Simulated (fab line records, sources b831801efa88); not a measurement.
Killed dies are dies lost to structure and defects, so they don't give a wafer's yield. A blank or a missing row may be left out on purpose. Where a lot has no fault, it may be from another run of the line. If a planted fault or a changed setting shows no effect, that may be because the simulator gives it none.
Matching of chambers + flow gf180mcu + cmp-01 running GF_CONTACT_CMP_04: 4 sister chambers
The step polishes SiO2. 8 wafers are shown with their chamber, then 9 later ones without.

== WAFERS WITH THEIR CHAMBER ==
| wafer  | chamber | motor-current-A (A) | time-to-endpoint-s (s) |
|--------|---------|---------------------|------------------------|
| L116.3 | 1       | 12.4                | 105                    |
| L116.4 | 2       | 13.3                | 108                    |
| L120.1 | 3       | 13.6                | 96                     |
| L120.2 | 0       | 11.7                | 107                    |
| L120.6 | 1       | 12.0                | 111                    |
| L124.3 | 3       | 13.1                | 100                    |
| L124.4 | 0       | 11.5                | 110                    |
| L124.6 | 2       | 14.2                | 108                    |

== WAFERS WITHOUT THEIR CHAMBER ==
| wafer  | motor-current-A (A) | time-to-endpoint-s (s) |
|--------|---------------------|------------------------|
| L125.2 | 11.8                | 106                    |
| L125.3 | 12.1                | 100                    |
| L125.4 | 13.1                | 100                    |
| L126.1 | 13.8                | 102                    |
| L126.4 | 11.2                | 113                    |
| L126.6 | 13.1                | 115                    |
| L131.3 | 13.2                | 96                     |
| L131.4 | 11.9                | 108                    |
| L131.5 | 12.0                | 108                    |

== EACH ONE'S CHAMBER ==
| wafer  | from the rows above          | in truth                   |
|--------|------------------------------|----------------------------|
| L125.2 | can't be placed: 0 or 1      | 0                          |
| L125.3 | can't be placed: 1 or 3 or 0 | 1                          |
| L125.4 | 3                            | 3                          |
| L126.1 | can't be placed: 3 or 2      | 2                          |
| L126.4 | can't be placed: 0 or 1      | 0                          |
| L126.6 | can't be placed: 2 or 1 or 0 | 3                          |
| L131.3 | 3                            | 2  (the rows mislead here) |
| L131.4 | can't be placed: 1 or 0      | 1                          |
| L131.5 | can't be placed: 1 or 0      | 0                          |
Correct placement for 1 of the 9. Can't be placed from these rows: 7 (the true chamber is among the candidates in 6). 1 placed wrongly.
How it was worked out, from the rows above alone: a wafer's distance from a chamber is the root of the sum, over the readings, of the square of ((its reading less the chamber's mean) divided by the reading's scatter). If the next closest chamber is less than 2 further off than the closest, the wafer can't be placed; otherwise it belongs to the closest. Each chamber's mean is taken over the wafers shown for it. The scatter: the root of (the sum of the squares of (reading less its chamber's mean) over the shown wafers, divided by (wafers less chambers)).
